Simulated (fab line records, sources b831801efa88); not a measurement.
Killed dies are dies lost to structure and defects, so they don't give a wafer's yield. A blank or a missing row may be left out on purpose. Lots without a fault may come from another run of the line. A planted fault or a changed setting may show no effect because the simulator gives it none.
A struck lot beside a sound one | flow sky130 | 16 steps out of a route of 708
Sound: wafers L535.1, L535.2, L535.3. Struck: wafer L543.3. (L543.1, L543.2 of the same lot were not struck and are left out.) The cause comes at the end.
At each step with rows: each side's tool, then ch and its chambers, then its first start. Under that, the readings that differ: sound wafers | struck wafers | difference of the means | sigmas: that difference in standard deviations of wafers without a fault.
alike: readings whose means differ by less than 2 such deviations, and words and numbers that are the same on both sides. not compared: withheld readings, readings that some wafer has no value for, bounds like >300 that may hide the same value, and numbers for which the record gives no deviation and whose values overlap.
The two part at a step that has a row with sigmas, a row that says differs or no value, or rows on one side only. Numbers that don't overlap but have no deviation are shown without sigmas and don't part them. A reading that every wafer of one side lacks parts them only if that side has two wafers or more.

SKY_SD_N_OVL_MEAS_08:
  sound on overlay-01, day 30 10:26; struck on overlay-02, day 33 00:14
  alike: SD_N_OVL
then, 2 steps without rows for these wafers: SKY_SD_N_IMPLANT_09; SKY_SD_N_IMPLANT_10.
SKY_SD_N_STRIP_11: strips in O2/N2.
  sound on plasma_asher-04 ch 0,1, day 30 10:47; struck on plasma_asher-04 ch 0, day 33 00:35
  reading                      | sound             | struck | difference | sigmas
  strip_time_to_endpoint_s (s) | 22.48 22.50 22.48 | 22.58  | +0.09      | +2
  alike: drypump_motor_current_A, oes_product_au
  not compared: rf_hours_counter_h
SKY_SD_N_TW_MEAS_12:
  sound on film_metro-03, day 30 10:53; struck on film_metro-02, day 33 00:41
  alike: SD_N_TW
then, 1 step without rows for these wafers: SKY_SD_N_CLEAN_13 (cleans in SC1/SC2, time 150 s).
SKY_SD_N_RTA_14: time 2 s.
  sound on rtp_anneal-02 ch 0, day 30 10:59; struck on rtp_anneal-02 ch 0, day 33 00:47
  alike: lamp_power_pct, wafer_temp_C_max
SKY_SD_N_RS_MEAS_16: measures by four-point-probe.
  sound on film_metro-02, day 30 11:10; struck on film_metro-01, day 33 01:00
  alike: SD_N_RS
SKY_SD_N_RS_MEAS_17: measures by four-point-probe.
  sound on film_metro-02, day 30 11:17; struck on film_metro-01, day 33 01:07
  alike: SD_P_RS
SKY_SD_N_RS_MEAS_18: measures by four-point-probe.
  sound on film_metro-02, day 30 11:24; struck on film_metro-01, day 33 01:14
  alike: RES_XHIGH_RS
then, 1 step without rows for these wafers: SKY_SALICIDE_CLEAN_00 (cleans in HF-last, time 30 s).
SKY_LI_CONTACT_HDPCVD_00: deposits PSG, target thk 930 nm, time 155 s.
  sound on hdpcvd-01 ch 0,1,2, day 30 11:32; struck on hdpcvd-02 ch 0, day 33 01:23
  reading                                       | sound             | struck | difference | sigmas
  run_length_s (s)                              | 182.2 181.7 182.8 | 197.3  | +15.1      | +18
  model.PSG_of_LI_CONTACT_HDPCVD_00.thk_nm (nm) | 910.9 928.8 908.3 | 1001   | +85        |
  alike: pressure_mtorr
SKY_LI_CONTACT_THK_MEAS_01:
  sound on film_metro-02, day 30 11:38; struck on film_metro-02, day 33 01:29
  reading                    | sound       | struck | difference | sigmas
  LI_CONTACT_HDPCVD_THK (nm) | 910 929 908 | 1000   | +84        | +9
SKY_LI_CONTACT_CMP_02: polishes PSG.
  sound on cmp-01 ch 1,2,3, day 30 11:50; struck on cmp-01 ch 1, day 33 01:32
  reading                | sound          | struck | difference | sigmas
  time_to_endpoint_s (s) | 29.6 33.1 31.2 | 42.3   | +11.0      | +5
  alike: motor_current_A
SKY_LI_CONTACT_BOW_MEAS_03:
  sound on film_metro-03, day 30 12:08; struck on film_metro-02, day 33 01:50
  alike: LI_CONTACT_BOW
-- the record jumps here: 17 days lie between the struck wafers' starts before and after (it left off in module LI_CONTACT and takes up again in module PAD_OPEN, whose first step shown is number 708 of the route) --
SKY_PAD_OPEN_PROBE_99:
  sound on prober-01, day 47 16:34; struck on prober-01, day 49 17:23
  reading            | sound    | struck | difference | sigmas
  killed_at_contacts | 26 31 30 | 19     | -10        | -2
  killed_dies        | 96 92 91 | 72     | -21        | -2
  killed_open        | 55 51 54 | 39     | -14        | -2
  alike: killed_at_M0_to_M3, killed_at_M4_up, killed_at_front_end, killed_at_other, killed_short

WHERE THEY PART
First at SKY_SD_N_STRIP_11; last, within this record, at SKY_PAD_OPEN_PROBE_99.

WHY: what the simulator had put in
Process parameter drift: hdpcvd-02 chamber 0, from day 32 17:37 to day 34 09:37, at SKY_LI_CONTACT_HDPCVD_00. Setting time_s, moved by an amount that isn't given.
